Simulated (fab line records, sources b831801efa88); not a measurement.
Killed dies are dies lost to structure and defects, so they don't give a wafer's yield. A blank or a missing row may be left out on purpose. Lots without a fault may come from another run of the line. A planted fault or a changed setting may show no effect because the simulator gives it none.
Chamber matching | flow gf180mcu | GF_V3_CMP_26 on cmp-01: 4 sister chambers
The step polishes, stops on SiO2, t overpolish 15 s, target thk 0 nm. 8 wafers are shown with their chamber, then 12 later ones without.

WAFERS WITH THEIR CHAMBER
wafer  | chamber | motor_current_A (A) | overpolish_run_s (s)
L089.5 | 3       | 10.3                | 14.992
L090.1 | 1       | 10.4                | 14.992
L090.3 | 2       | 12.6                | 14.987
L091.1 | 3       | 10.6                | 14.994
L091.5 | 1       | 10.5                | 14.993
L093.1 | 2       | 12.7                | 14.999
L093.4 | 0       | 11.3                | 14.995
L093.5 | 0       | 11.3                | 14.994

WAFERS WITHOUT THEIR CHAMBER
wafer  | motor_current_A (A) | overpolish_run_s (s)
L094.1 | 10.1                | 14.995
L094.3 | 11.4                | 14.997
L094.6 | 13.2                | 15.007
L095.3 | 13.1                | 15.005
L095.5 | 11.0                | 15.000
L095.6 | 10.7                | 15.000
L096.2 | 11.0                | 15.018
L096.3 | 13.5                | 14.991
L096.5 | 10.3                | 15.010
L097.1 | 10.8                | 14.990
L097.3 | 10.8                | 15.015
L097.5 | 10.7                | 15.017

WHICH CHAMBER EACH WENT THROUGH
wafer  | from the rows above          | in truth
L094.1 | can't be placed: 3 or 1      | 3
L094.3 | 0                            | 0
L094.6 | 2                            | 2
L095.3 | 2                            | 2
L095.5 | 0                            | 0
L095.6 | can't be placed: 3 or 1      | 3
L096.2 | can't be placed: 0 or 3 or 1 | 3
L096.3 | 2                            | 2
L096.5 | can't be placed: 3 or 1      | 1
L097.1 | can't be placed: 1 or 3 or 0 | 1
L097.3 | can't be placed: 3 or 1 or 0 | 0
L097.5 | can't be placed: 3 or 1 or 0 | 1
Placed correctly: 5 of 12. Can't be placed from these rows: 7 (the true chamber is among the candidates in 7). Placed wrongly: 0.
How it was worked out, from the rows above alone: a wafer's distance from a chamber is the root of the sum, over the readings, of the square of ((its reading less the chamber's mean) divided by the reading's scatter). The wafer belongs to the nearest chamber; if the next one is less than 2 further off, it can't be placed. A chamber's mean is the mean of its shown wafers. The scatter: the root of (the sum of the squares of (reading less its chamber's mean) over the shown wafers, divided by (wafers less chambers)).
